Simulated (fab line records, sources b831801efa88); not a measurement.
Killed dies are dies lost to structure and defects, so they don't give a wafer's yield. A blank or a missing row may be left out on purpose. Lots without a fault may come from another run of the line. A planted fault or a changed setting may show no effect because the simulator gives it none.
A struck lot beside a sound one | flow gf180mcu | 15 steps out of a route of 602
Sound: wafers L774.3, L774.4, L774.5. Struck: wafer L770.3. (L770.1, L770.5 of the same lot were not struck and are left out.) The cause comes at the end.
At each step with rows: each side's tool, then ch and its chambers, then its first start. Under that, the readings that differ: sound wafers | struck wafers | difference of the means | sigmas: that difference in standard deviations of wafers without a fault.
alike: readings whose means differ by less than 2 such deviations, and words and numbers that are the same on both sides. not compared: withheld readings, readings that some wafer has no value for, bounds like >300 that may hide the same value, and numbers for which the record gives no deviation and whose values overlap.
The two part at a step that has a row with sigmas, a row that says differs or no value, or rows on one side only. Numbers that don't overlap but have no deviation are shown without sigmas and don't part them. A reading that every wafer of one side lacks parts them only if that side has two wafers or more.

GF_V2_OVL_MEAS_15:
  sound on overlay-01, day 26 02:04; struck on overlay-01, day 24 22:55
  alike: V2_OVL
GF_V2_ETCH_16: etches BARC in N2/H2.
  sound on rie_diel-01 ch 0,2, day 26 02:05; struck on rie_diel-01 ch 0, day 24 22:58
  alike: chamber_pressure_mTorr, drypump_motor_current_A, h2_flow_sccm, oes_product_au, throttle_valve_pct
then, 1 step without rows for these wafers: GF_V2_ETCH_17 (etches SiO2 in C4F8/O2/Ar, stops on TiN, target depth 630 nm).
GF_V2_STRIP_18: strips in O2/N2.
  sound on plasma_asher-01 ch 0,1, day 26 02:15; struck on plasma_asher-04 ch 0, day 24 23:05
  alike: chamber_pressure_mTorr, drypump_motor_current_A, heater_power_w, oes_product_au
  not compared: rf_hours_counter_h
then, 2 steps without rows for these wafers: GF_V2_STRIP_19 (strips in post etch residue remover, time 1200 s); GF_V2_CLEAN_20 (cleans in DIW).
GF_V2_SPUTTER_21: material Ti, target thk 15 nm, time 80.02 s.
  sound on pvd_sputter-04, day 26 02:45; struck on pvd_sputter-04, day 24 23:39
  alike: throttle_valve_pct
GF_V2_SPUTTER_22: material TiN, target thk 10 nm, time 40 s.
  sound on pvd_sputter-04, day 26 02:49; struck on pvd_sputter-04, day 24 23:43
  alike: throttle_valve_pct
then, 1 step without rows for these wafers: GF_V2_CVD_23 (deposits W, target thk 350 nm, time 104.94 s).
GF_V2_RS_MEAS_24: measures by four-point-probe.
  sound on film_metro-01, day 26 03:00; struck on film_metro-04, day 24 23:52
  alike: V2_W_RS
GF_V2_THK_MEAS_25: measures by xrf.
  sound on film_metro-01, day 26 03:06; struck on film_metro-04, day 24 23:59
  alike: V2_W_THK
GF_V2_CMP_26: polishes, stops on SiO2, t overpolish 15 s, target thk 0 nm.
  sound on cmp-01 ch 0,1, day 26 03:08; struck on cmp-01 ch 1, day 25 00:02
  alike: motor_current_A, overpolish_run_s, time_to_endpoint_s
GF_M3_SPUTTER_00: material Ti, target thk 37.5 nm, time 150 s.
  sound on pvd_sputter-03, day 26 03:28; struck on pvd_sputter-04, day 25 00:22
  reading                               | sound             | struck | difference | sigmas
  model.Ti_of_M3_SPUTTER_00.thk_nm (nm) | 36.97 36.97 37.32 | 27.79  | -9.30      |
  alike: throttle_valve_pct
then, 2 steps without rows for these wafers: GF_M3_SPUTTER_01 (material TiN, target thk 30 nm, time 25 s); GF_PASSIVATION_PROBE_99.

WHERE THEY PART
Nowhere in this record.

WHY: what the simulator had put in
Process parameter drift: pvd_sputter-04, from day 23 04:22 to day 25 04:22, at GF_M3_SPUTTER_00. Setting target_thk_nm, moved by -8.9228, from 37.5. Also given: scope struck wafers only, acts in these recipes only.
